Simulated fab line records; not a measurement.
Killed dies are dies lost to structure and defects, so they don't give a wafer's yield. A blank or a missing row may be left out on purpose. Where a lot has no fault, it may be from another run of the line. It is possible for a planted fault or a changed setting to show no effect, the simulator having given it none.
fab line records	flow gf180mcu
record: lots: 24	wafers: 72	lastDay: 34
route steps=602 shown M3@415 M4@461 V5@561
lots that met no fault: from a run of the same line without faults
startH: hours from the record's opening day to when the first of the lot's shown wafers began	waitH: hours from the lot's prior step to this one	" as in the row above	L1.1+2: a row that stands for several wafers	- no value, or no start given	* or withheld: withheld	< > ~ a bound
route shown NAME@n: NAME is a module with steps in the file, n the number in the route of the first one	usual: average and standard deviation across the fault-free wafers	same: alike in all rows	chamber/n: place in a boat	sites: each site's reading	_std_site: standard deviation of those values	_edge_site: the outer-site mean with the inner-site mean subtracted	radiusMm: for every site, how far away it sits from the centre of the wafer	mask NAME#n: copy n	behind: the tool/chamber that last shaped the wafer	hold: why the lot was held/for how many hours/how that ended	device: which transistor (n, p or np) failed to switch	end of line: the route-end tests of the same wafers	where a step has no rows: the recipe by itself	killed: at the first sort, the dies lost to defects and structure; wafer yield is something else	map: dies across one wafer; x = killed, . = not, _ = none there
set.NAME: the run value of the setting; set.NAME@STEP: its run value at that earlier step	model.NAME: the simulator's own value behind a step, which no gauge read
route steps across a sampled set of lots; one table per step, one row per wafer
services: from which hour (startH, from the record's first day; less than 0 if before it) a tool's chamber was out of use, for how many hours, and why
== steps ==
step: GF_M3_THK_MEAS_06
recipe: thkMeasGauge: xrf	reads: AlCu_of_M3_SPUTTER_02
usual: M3_ALCU_THK: 452/6.8
lot.wafer	tool	chamber	startH	waitH	M3_ALCU_THK[nm]
L074.1	filmMetro-03	-	467.94	0.1	463
L074.2	"	-	"	"	473
L074.5	"	-	"	"	452
L075.1	filmMetro-02	-	475.01	0.1	443
L075.4	"	-	"	"	447
L075.6	"	-	"	"	452
L076.1	filmMetro-02	-	487.12	0.1	448
L076.3	"	-	"	"	449
L076.6	"	-	"	"	455
L077.1	filmMetro-04	-	495.21	0.1	439
L077.3	"	-	"	"	448
L077.5	"	-	"	"	454
L078.2	filmMetro-02	-	502.66	0.1	456
L078.3	"	-	"	"	447
L078.5	"	-	"	"	450
L079.1	filmMetro-03	-	511.56	0.1	457
L079.3	"	-	"	"	465
L079.6	"	-	"	"	461
L080.1	filmMetro-02	-	528.84	0.1	442
L080.2	"	-	"	"	454
L080.3	"	-	"	"	447
L081.2	filmMetro-04	-	540.47	0.1	447
L081.3	"	-	"	"	445
L081.4	"	-	"	"	449
L082.2	filmMetro-03	-	544.10	0.1	447
L082.5	"	-	"	"	443
L082.6	"	-	"	"	439
L083.1	filmMetro-04	-	549.77	0.1	441
L083.3	"	-	"	"	448
L083.4	"	-	"	"	456
L084.1	filmMetro-04	-	558.40	0.1	452
L084.2	"	-	"	"	458
L084.3	"	-	"	"	465
L085.2	filmMetro-03	-	561.63	0.1	459
L085.5	"	-	"	"	455
L085.6	"	-	"	"	465
L086.2	filmMetro-03	-	570.32	0.1	452
L086.3	"	-	"	"	452
L086.6	"	-	"	"	454
L087.1	filmMetro-04	-	582.46	0.1	458
L087.2	"	-	"	"	459
L087.3	"	-	"	"	453
L088.1	filmMetro-03	-	593.32	0.1	458
L088.4	"	-	"	"	446
L088.6	"	-	"	"	446
L089.4	filmMetro-03	-	596.75	0.1	448
L089.5	"	-	"	"	449
L089.6	"	-	"	"	451
L090.2	filmMetro-04	-	600.63	0.1	455
L090.3	"	-	"	"	446
L090.4	"	-	"	"	439
L091.1	filmMetro-02	-	612.71	0.1	447
L091.3	"	-	"	"	452
L091.4	"	-	"	"	452
L092.2	filmMetro-03	-	614.03	0.1	447
L092.5	"	-	"	"	447
L092.6	"	-	"	"	446
L093.1	filmMetro-03	-	623.79	0.1	460
L093.5	"	-	"	"	464
L093.6	"	-	"	"	461
L094.2	filmMetro-04	-	637.38	0.1	450
L094.3	"	-	"	"	457
L094.5	"	-	"	"	453
L095.1	filmMetro-03	-	638.66	0.1	454
L095.2	"	-	"	"	454
L095.6	"	-	"	"	454
L096.3	filmMetro-02	-	646.86	0.1	449
L096.4	"	-	"	"	449
L096.5	"	-	"	"	453
L097.2	filmMetro-02	-	653.43	0.1	445
L097.4	"	-	"	"	442
L097.6	"	-	"	"	440
step: GF_M4_RS_MEAS_05
recipe: thkMeasGauge: four-point-probe	reads: TiN_of_M4_SPUTTER_04+Ti_of_M4_SPUTTER_03+AlCu_of_M4_SPUTTER_02+TiN_of_M4_SPUTTER_01+Ti_of_M4_SPUTTER_00
usual: M4_ALCU_RS: 0.0695/0.00075
lot.wafer	tool	chamber	startH	waitH	M4_ALCU_RS[ohm/sq]
L074.1	filmMetro-02	-	519.00	0.0	0.0704
L074.2	"	-	"	"	0.0700
L074.5	"	-	"	"	0.0710
L075.1	filmMetro-02	-	524.76	0.0	0.0709
L075.4	"	-	"	"	0.0701
L075.6	"	-	"	"	0.0706
L076.1	filmMetro-02	-	536.58	0.0	0.0687
L076.3	"	-	"	"	0.0683
L076.6	"	-	"	"	0.0690
L077.1	filmMetro-03	-	544.90	0.0	0.0693
L077.3	"	-	"	"	0.0693
L077.5	"	-	"	"	0.0693
L078.2	filmMetro-02	-	552.18	0.0	0.0695
L078.3	"	-	"	"	0.0688
L078.5	"	-	"	"	0.0692
L079.1	filmMetro-02	-	560.39	0.0	0.0699
L079.3	"	-	"	"	0.0687
L079.6	"	-	"	"	0.0696
L080.1	filmMetro-03	-	575.60	0.0	0.0694
L080.2	"	-	"	"	0.0695
L080.3	"	-	"	"	0.0694
L081.2	filmMetro-01	-	587.95	0.0	0.0700
L081.3	"	-	"	"	0.0694
L081.4	"	-	"	"	0.0691
L082.2	filmMetro-01	-	590.77	0.0	0.0706
L082.5	"	-	"	"	0.0702
L082.6	"	-	"	"	0.0698
L083.1	filmMetro-02	-	596.24	0.0	0.0695
L083.3	"	-	"	"	0.0696
L083.4	"	-	"	"	0.0707
L084.1	filmMetro-02	-	603.60	0.0	0.0690
L084.2	"	-	"	"	0.0697
L084.3	"	-	"	"	0.0692
L085.2	filmMetro-03	-	607.91	0.0	0.0686
L085.5	"	-	"	"	0.0690
L085.6	"	-	"	"	0.0699
L086.2	filmMetro-02	-	616.36	0.0	0.0697
L086.3	"	-	"	"	0.0690
L086.6	"	-	"	"	0.0695
L087.1	filmMetro-02	-	627.36	0.0	0.0699
L087.2	"	-	"	"	0.0680
L087.3	"	-	"	"	0.0686
L088.1	filmMetro-01	-	636.95	0.0	0.0698
L088.4	"	-	"	"	0.0697
L088.6	"	-	"	"	0.0698
L089.4	filmMetro-02	-	641.21	0.2	0.0695
L089.5	"	-	"	"	0.0692
L089.6	"	-	"	"	0.0704
L090.2	filmMetro-03	-	645.56	0.0	0.0696
L090.3	"	-	"	"	0.0701
L090.4	"	-	"	"	0.0700
L091.1	filmMetro-02	-	655.90	0.0	0.0695
L091.3	"	-	"	"	0.0703
L091.4	"	-	"	"	0.0694
L092.2	filmMetro-01	-	657.32	0.0	0.0704
L092.5	"	-	"	"	0.0690
L092.6	"	-	"	"	0.0691
L093.1	filmMetro-03	-	666.90	0.0	0.0692
L093.5	"	-	"	"	0.0693
L093.6	"	-	"	"	0.0699
L094.2	filmMetro-02	-	679.69	0.0	0.0689
L094.3	"	-	"	"	0.0687
L094.5	"	-	"	"	0.0687
L095.1	filmMetro-02	-	680.48	0.0	0.0685
L095.2	"	-	"	"	0.0695
L095.6	"	-	"	"	0.0685
L096.3	filmMetro-01	-	688.86	0.1	0.0693
L096.4	"	-	"	"	0.0681
L096.5	"	-	"	"	0.0692
L097.2	filmMetro-03	-	694.27	0.0	0.0715
L097.4	"	-	"	"	0.0703
L097.6	"	-	"	"	0.0700
step: GF_M4_METAL_ETCH_16
recipe: chemistry: Cl2/BCl3	maskMaterial: KrF	targetDepthNm: 750.8	stopOn: SiO2	pressureMtorr: 8	icpW: 800	biasW: 140	Cl2_flow_sccm: 80	bcl3FlowSccm: 40	timeS: 125.1
usual: drypumpMotorCurrentA: 5.68/0.2	mfcCl2Sccm: 79.98/0.23	oesProductAu: 0.993/0.0065	throttleValvePct: 28.227/0.011
lot.wafer	tool	chamber	startH	waitH	drypumpMotorCurrentA	mfcCl2Sccm	oesProductAu	rfHoursCounterH	throttleValvePct
L074.1	rieMetal-02	0	541.52	0.0	5.68	79.66	0.996	16	28.239
L074.2	"	0	"	"	5.72	79.90	1.003	-	28.202
L074.5	"	0	"	"	5.70	79.90	0.997	-	28.225
L075.1	rieMetal-03	0	546.92	0.0	5.70	80.12	0.990	2	28.237
L075.4	"	1	"	"	5.62	79.68	0.998	-	28.227
L075.6	"	1	"	"	5.62	79.94	0.985	-	28.226
L076.1	rieMetal-02	0	559.18	0.0	5.71	79.98	0.998	18	28.224
L076.3	"	0	"	"	5.72	79.82	0.997	-	28.213
L076.6	"	0	"	"	5.75	79.70	0.994	-	28.219
L077.1	rieMetal-03	1	567.32	0.0	5.61	79.73	0.986	7	28.220
L077.3	"	1	"	"	5.63	79.62	0.998	-	28.227
L077.5	"	1	"	"	5.63	79.84	1.000	-	28.229
L078.2	rieMetal-02	0	574.31	0.1	5.67	79.91	1.003	-	28.210
L078.3	"	0	"	"	5.65	80.05	0.998	-	28.241
L078.5	"	0	"	"	5.65	80.33	0.994	-	28.222
L079.1	rieMetal-01	0	582.67	0.0	5.33	80.20	0.989	0	28.224
L079.3	"	0	"	"	5.31	79.81	0.981	-	28.241
L079.6	"	0	"	"	5.34	79.80	0.988	-	28.231
L080.1	rieMetal-01	0	597.23	0.0	5.31	80.14	0.994	1	28.226
L080.2	"	0	"	"	5.30	79.75	0.983	-	28.251
L080.3	"	0	"	"	5.31	79.84	0.983	-	28.233
L081.2	rieMetal-02	0	608.66	0.1	5.73	80.33	0.982	-	28.228
L081.3	"	0	"	"	5.69	80.23	0.994	-	28.230
L081.4	"	0	"	"	5.70	80.28	0.993	-	28.231
L082.2	rieMetal-03	1	611.37	0.0	5.63	79.87	1.009	9	28.231
L082.5	"	1	"	"	5.63	80.03	0.997	-	28.243
L082.6	"	0	"	"	5.67	79.96	0.997	-	28.217
L083.1	rieMetal-03	0	617.43	0.0	5.73	79.55	1.001	4	28.216
L083.3	"	0	"	"	5.70	80.05	0.999	-	28.217
L083.4	"	1	"	"	5.62	79.93	0.986	-	28.220
L084.1	rieMetal-02	1	625.12	0.0	6.08	80.14	0.980	7	28.223
L084.2	"	1	"	"	6.06	80.29	0.987	-	28.231
L084.3	"	1	"	"	6.07	80.32	0.994	-	28.230
L085.2	rieMetal-03	0	628.67	0.0	5.68	79.78	0.994	4	28.235
L085.5	"	1	"	"	5.62	79.99	0.995	-	28.215
L085.6	"	0	"	"	5.69	79.88	1.001	-	28.226
L086.2	rieMetal-03	0	636.62	0.0	5.70	80.42	0.994	5	28.226
L086.3	"	1	"	"	5.63	79.56	0.998	-	28.226
L086.6	"	0	"	"	5.70	80.13	0.996	-	28.206
L087.1	rieMetal-01	1	647.02	0.0	5.56	80.23	0.995	1	28.241
L087.2	"	0	"	"	5.30	79.94	0.991	3	28.221
L087.3	"	1	"	"	5.56	80.11	0.989	-	28.232
L088.1	rieMetal-03	0	656.82	0.0	5.71	80.29	0.988	5	28.225
L088.4	"	0	"	"	5.70	80.07	1.000	-	28.219
L088.6	"	0	"	"	5.73	80.32	0.998	-	28.208
L089.4	rieMetal-02	1	660.96	0.1	6.05	79.93	0.995	-	28.227
L089.5	"	1	"	"	6.06	79.93	0.997	-	28.234
L089.6	"	0	"	"	5.72	80.25	0.997	-	28.205
L090.2	rieMetal-02	0	665.08	0.0	5.67	79.69	1.003	1	28.228
L090.3	"	1	"	"	6.08	79.72	0.974	-	28.221
L090.4	"	0	"	"	5.69	79.73	1.009	-	28.200
L091.1	rieMetal-03	1	675.02	0.0	5.63	79.77	0.994	11	28.220
L091.3	"	0	"	"	5.72	79.93	0.993	-	28.220
L091.4	"	1	"	"	5.62	79.95	1.004	-	28.220
L092.2	rieMetal-01	1	677.13	0.0	5.57	80.21	0.988	2	28.230
L092.5	"	0	"	"	5.29	79.78	0.994	-	28.222
L092.6	"	1	"	"	5.57	79.79	1.002	-	28.231
L093.1	rieMetal-02	1	686.32	0.0	6.06	80.19	0.993	10	28.218
L093.5	"	1	"	"	6.07	80.53	0.983	-	28.216
L093.6	"	0	"	"	5.69	80.10	1.001	-	28.228
L094.2	rieMetal-03	1	698.37	0.0	5.63	80.06	0.991	12	28.225
L094.3	"	0	"	"	5.72	80.21	0.997	-	28.231
L094.5	"	1	"	"	5.63	79.90	0.994	-	28.225
L095.1	rieMetal-02	1	700.23	0.0	6.07	79.90	0.989	10	28.252
L095.2	"	0	"	"	5.67	80.20	1.009	3	28.209
L095.6	"	0	"	"	5.70	80.43	0.996	-	28.203
L096.3	rieMetal-01	0	707.31	0.1	5.29	79.89	0.994	-	28.249
L096.4	"	1	"	"	5.56	80.46	0.988	-	28.226
L096.5	"	0	"	"	5.31	79.89	0.989	-	28.240
L097.2	rieMetal-02	0	712.18	0.0	5.68	79.75	0.994	3	28.225
L097.4	"	0	"	"	5.67	79.81	0.993	-	28.227
L097.6	"	1	"	"	6.07	79.83	0.993	-	28.236
step: GF_V5_SPUTTER_21
recipe: material: Ti	targetThkNm: 15	chamberPressurePa: 5	powerW: 2500	substrateTempC: 200	timeS: 80.02
usual: chamberPressurePa: 5.000/0.01	throttleValvePct: 29.8/0.76
lot.wafer	tool	chamber	startH	waitH	chamberPressurePa	throttleValvePct
L074.1	pvdSputter-02	-	633.06	0.0	4.996	29.8
L074.2	"	-	"	"	4.992	28.7
L074.5	"	-	"	"	4.983	30.1
L075.1	pvdSputter-01	-	638.03	0.0	5.013	29.4
L075.4	"	-	"	"	5.008	30.6
L075.6	"	-	"	"	4.997	29.0
L076.1	pvdSputter-04	-	649.61	0.0	5.003	30.4
L076.3	"	-	"	"	5.007	29.8
L076.6	"	-	"	"	5.005	30.6
L077.1	pvdSputter-01	-	655.96	0.0	4.997	29.2
L077.3	"	-	"	"	5.024	29.1
L077.5	"	-	"	"	5.001	29.1
L078.2	pvdSputter-02	-	664.35	0.0	4.988	30.0
L078.3	"	-	"	"	4.999	30.5
L078.5	"	-	"	"	4.999	30.7
L079.1	pvdSputter-04	-	668.87	0.0	4.984	29.8
L079.3	"	-	"	"	4.993	30.2
L079.6	"	-	"	"	5.012	30.3
L080.1	pvdSputter-02	-	684.16	0.0	4.993	30.7
L080.2	"	-	"	"	4.984	29.2
L080.3	"	-	"	"	4.995	29.9
L081.2	pvdSputter-01	-	693.88	0.0	5.009	30.4
L081.3	"	-	"	"	4.988	29.2
L081.4	"	-	"	"	5.002	29.1
L082.2	pvdSputter-01	-	695.85	0.0	4.998	30.6
L082.5	"	-	"	"	5.016	30.7
L082.6	"	-	"	"	5.001	29.1
L083.1	pvdSputter-02	-	701.80	0.0	5.019	30.6
L083.3	"	-	"	"	5.002	28.9
L083.4	"	-	"	"	4.996	29.0
L084.1	pvdSputter-02	-	711.73	0.0	4.992	30.5
L084.2	"	-	"	"	4.999	29.9
L084.3	"	-	"	"	4.999	29.2
L085.2	pvdSputter-02	-	712.51	0.0	4.991	28.7
L085.5	"	-	"	"	5.001	29.0
L085.6	"	-	"	"	4.999	29.7
L086.2	pvdSputter-04	-	717.11	0.0	5.010	30.0
L086.3	"	-	"	"	5.012	29.3
L086.6	"	-	"	"	5.008	30.0
L087.1	pvdSputter-02	-	728.65	0.0	4.998	29.0
L087.2	"	-	"	"	4.997	28.9
L087.3	"	-	"	"	5.001	29.6
L088.1	pvdSputter-04	-	736.87	0.0	4.997	29.4
L088.4	"	-	"	"	5.006	30.6
L088.6	"	-	"	"	5.009	30.4
L089.4	pvdSputter-04	-	740.51	0.0	4.989	30.1
L089.5	"	-	"	"	5.003	29.2
L089.6	"	-	"	"	5.005	30.0
L090.2	pvdSputter-02	-	743.57	0.0	5.017	28.9
L090.3	"	-	"	"	4.988	29.7
L090.4	"	-	"	"	5.006	30.8
L091.1	pvdSputter-01	-	753.65	0.0	4.995	29.3
L091.3	"	-	"	"	4.987	31.6
L091.4	"	-	"	"	4.994	28.7
L092.2	pvdSputter-02	-	754.41	0.0	5.010	29.3
L092.5	"	-	"	"	5.006	29.8
L092.6	"	-	"	"	5.002	29.1
L093.1	pvdSputter-02	-	762.80	0.0	4.994	30.2
L093.5	"	-	"	"	4.981	29.0
L093.6	"	-	"	"	4.985	29.0
L094.2	pvdSputter-02	-	773.11	0.0	5.002	28.9
L094.3	"	-	"	"	5.002	30.5
L094.5	"	-	"	"	5.007	30.5
L095.1	pvdSputter-04	-	774.21	0.0	4.994	29.4
L095.2	"	-	"	"	5.014	30.3
L095.6	"	-	"	"	5.001	29.4
L096.3	pvdSputter-01	-	782.02	0.0	4.993	30.4
L096.4	"	-	"	"	4.999	29.1
L096.5	"	-	"	"	4.983	29.3
L097.2	pvdSputter-02	-	785.41	0.0	4.991	30.5
L097.4	"	-	"	"	4.998	30.7
L097.6	"	-	"	"	5.011	28.9
step: GF_V5_THK_MEAS_25
recipe: thkMeasGauge: xrf	reads: W_of_V5_CVD_23
usual: V5_W_THK: 358/5.6
lot.wafer	tool	chamber	startH	waitH	V5_W_THK[nm]
L074.1	filmMetro-02	-	633.39	0.1	351
L074.2	"	-	"	"	356
L074.5	"	-	"	"	354
L075.1	filmMetro-01	-	638.37	0.1	353
L075.4	"	-	"	"	361
L075.6	"	-	"	"	352
L076.1	filmMetro-02	-	649.94	0.1	356
L076.3	"	-	"	"	351
L076.6	"	-	"	"	350
L077.1	filmMetro-02	-	656.29	0.1	360
L077.3	"	-	"	"	356
L077.5	"	-	"	"	356
L078.2	filmMetro-04	-	664.69	0.1	369
L078.3	"	-	"	"	371
L078.5	"	-	"	"	366
L079.1	filmMetro-02	-	669.20	0.1	352
L079.3	"	-	"	"	359
L079.6	"	-	"	"	357
L080.1	filmMetro-02	-	684.49	0.1	353
L080.2	"	-	"	"	354
L080.3	"	-	"	"	348
L081.2	filmMetro-01	-	694.23	0.1	356
L081.3	"	-	"	"	353
L081.4	"	-	"	"	356
L082.2	filmMetro-01	-	696.19	0.1	350
L082.5	"	-	"	"	351
L082.6	"	-	"	"	354
L083.1	filmMetro-01	-	702.13	0.1	357
L083.3	"	-	"	"	358
L083.4	"	-	"	"	357
L084.1	filmMetro-01	-	712.07	0.1	353
L084.2	"	-	"	"	347
L084.3	"	-	"	"	356
L085.2	filmMetro-02	-	712.85	0.1	360
L085.5	"	-	"	"	362
L085.6	"	-	"	"	365
L086.2	filmMetro-01	-	717.45	0.1	352
L086.3	"	-	"	"	352
L086.6	"	-	"	"	358
L087.1	filmMetro-02	-	728.98	0.1	367
L087.2	"	-	"	"	365
L087.3	"	-	"	"	368
L088.1	filmMetro-01	-	737.21	0.1	353
L088.4	"	-	"	"	348
L088.6	"	-	"	"	361
L089.4	filmMetro-01	-	740.87	0.1	362
L089.5	"	-	"	"	357
L089.6	"	-	"	"	361
L090.2	filmMetro-02	-	743.92	0.1	360
L090.3	"	-	"	"	365
L090.4	"	-	"	"	362
L091.1	filmMetro-02	-	753.98	0.1	355
L091.3	"	-	"	"	357
L091.4	"	-	"	"	357
L092.2	filmMetro-04	-	754.75	0.1	364
L092.5	"	-	"	"	355
L092.6	"	-	"	"	359
L093.1	filmMetro-01	-	763.13	0.1	363
L093.5	"	-	"	"	360
L093.6	"	-	"	"	367
L094.2	filmMetro-04	-	773.45	0.1	358
L094.3	"	-	"	"	352
L094.5	"	-	"	"	356
L095.1	filmMetro-02	-	774.55	0.1	360
L095.2	"	-	"	"	356
L095.6	"	-	"	"	355
L096.3	filmMetro-01	-	782.37	0.1	361
L096.4	"	-	"	"	363
L096.5	"	-	"	"	357
L097.2	filmMetro-02	-	785.75	0.1	358
L097.4	"	-	"	"	353
L097.6	"	-	"	"	357
step: GF_V5_CMP_26
recipe: stopOn: SiO2	downForcePsi: 3.5	platenRpm: 60	tOverpolishS: 15	targetThkNm: 0	padVelocityMS: 0.94248
usual: motorCurrentA: 11.2/0.88	overpolishRunS: 15.000/0.0079	timeToEndpointS: 85/5
lot.wafer	tool	chamber	startH	waitH	motorCurrentA	overpolishRunS	timeToEndpointS
L074.1	cmp-02	3	633.45	0.1	11.5	14.999	83
L074.2	"	2	"	"	9.2	14.989	83
L074.5	"	0	"	"	10.4	15.000	86
L075.1	cmp-01	0	638.53	0.1	11.9	14.991	91
L075.4	"	1	"	"	11.4	15.012	87
L075.6	"	3	"	"	12.2	15.002	86
L076.1	cmp-01	3	650.05	0.1	11.7	14.995	85
L076.3	"	0	"	"	11.9	14.997	89
L076.6	"	3	"	"	12.1	14.997	85
L077.1	cmp-01	0	656.35	0.1	11.7	15.000	87
L077.3	"	3	"	"	11.5	14.995	83
L077.5	"	0	"	"	12.1	14.992	86
L078.3	cmp-01	0	664.74	0.0	11.7	14.992	96
L078.2	"	3	"	"	12.1	14.999	93
L078.5	"	1	"	"	11.4	14.997	88
L079.3	cmp-01	2	669.26	0.0	11.4	14.989	81
L079.1	"	1	"	"	11.2	15.013	87
L079.6	"	3	"	"	10.7	14.987	87
L080.2	cmp-02	0	684.60	0.1	10.7	15.006	86
L080.3	"	1	"	"	10.3	14.994	75
L080.1	"	2	"	"	8.9	15.001	78
L081.4	cmp-01	1	694.28	0.0	11.7	14.997	87
L081.3	"	3	"	"	11.9	15.003	84
L081.2	"	0	"	"	12.1	14.992	87
L082.2	cmp-02	1	696.34	0.1	11.1	14.993	79
L082.6	"	3	"	"	11.4	15.004	82
L082.5	"	0	"	"	11.2	14.987	86
L083.1	cmp-01	1	702.24	0.1	12.1	15.000	83
L083.4	"	2	"	"	11.4	15.003	79
L083.3	"	3	"	"	11.4	14.994	88
L084.2	cmp-02	1	712.18	0.1	10.6	15.000	78
L084.1	"	2	"	"	8.8	15.001	83
L084.3	"	3	"	"	11.7	15.002	87
L085.2	cmp-02	1	713.00	0.1	10.7	15.005	76
L085.6	"	3	"	"	11.9	14.996	83
L085.5	"	0	"	"	10.3	15.002	84
L086.3	cmp-02	1	717.60	0.1	10.2	15.005	77
L086.2	"	2	"	"	9.1	15.029	80
L086.6	"	0	"	"	9.9	14.989	83
L087.3	cmp-02	2	729.04	0.0	8.9	15.006	86
L087.2	"	0	"	"	10.7	14.994	89
L087.1	"	1	"	"	9.7	15.006	84
L088.4	cmp-01	3	737.39	0.1	11.8	14.995	88
L088.1	"	2	"	"	11.8	15.004	77
L088.6	"	0	"	"	11.3	15.007	95
L089.4	cmp-02	3	741.05	0.2	11.5	14.984	82
L089.5	"	0	"	"	11.2	15.001	87
L089.6	"	1	"	"	10.6	15.008	83
L090.2	cmp-02	1	743.97	0.0	10.7	14.993	79
L090.3	"	3	"	"	11.7	14.985	81
L090.4	"	0	"	"	10.2	14.997	83
L091.3	cmp-01	2	754.04	0.0	11.6	15.004	84
L091.4	"	3	"	"	11.7	14.993	93
L091.1	"	1	"	"	12.4	14.994	87
L092.2	cmp-01	2	754.85	0.1	11.5	15.004	81
L092.5	"	1	"	"	11.6	14.997	85
L092.6	"	2	"	"	12.5	15.000	82
L093.1	cmp-02	2	763.34	0.2	9.3	14.997	81
L093.5	"	3	"	"	12.2	14.993	81
L093.6	"	0	"	"	10.4	15.001	87
L094.2	cmp-01	1	773.60	0.1	12.3	14.997	89
L094.3	"	2	"	"	11.1	14.996	81
L094.5	"	0	"	"	11.8	15.003	93
L095.1	cmp-01	3	774.71	0.1	11.3	14.990	93
L095.2	"	0	"	"	12.4	15.016	96
L095.6	"	2	"	"	11.3	15.000	83
L096.3	cmp-01	0	782.51	0.1	11.3	15.019	97
L096.4	"	1	"	"	11.7	14.996	88
L096.5	"	3	"	"	11.0	14.995	93
L097.4	cmp-01	1	785.80	0.0	12.4	14.980	83
L097.2	"	0	"	"	12.0	15.015	92
L097.6	"	2	"	"	12.1	15.000	80
== services ==
tool	chamber	startH	hours	kind
cmp-01	-	517.84	0.3	repair
cmp-02	-	528.63	1.4	repair
pvdSputter-04	-	534.53	3.6	repair
rieMetal-01	-	534.78	14.6	pm
pvdSputter-04	-	546.02	7.4	repair
cmp-02	-	549.41	0.5	repair
rieMetal-01	-	556.51	1.6	repair
cmp-01	-	572.35	4.0	pm
cmp-01	-	576.35	-	consumableReplace:conditioner
cmp-01	-	576.35	-	consumableReplace:pad
cmp-01	-	596.21	4.3	pm
pvdSputter-02	2	602.05	-	consumableReplace:kit
cmp-01	-	625.59	2.6	repair
pvdSputter-01	-	641.80	2.0	repair
rieMetal-01	-	674.48	0.1	repair
cmp-02	-	676.92	0.4	repair
cmp-02	-	688.00	4.5	pm
rieMetal-03	-	706.49	0.5	repair
rieMetal-01	-	715.00	0.1	repair
cmp-01	-	716.75	6.1	pm
cmp-02	-	725.59	2.1	repair
cmp-02	-	744.27	4.0	pm
cmp-02	-	744.74	0.3	repair
pvdSputter-04	-	767.40	4.1	repair
== key ==
fault none
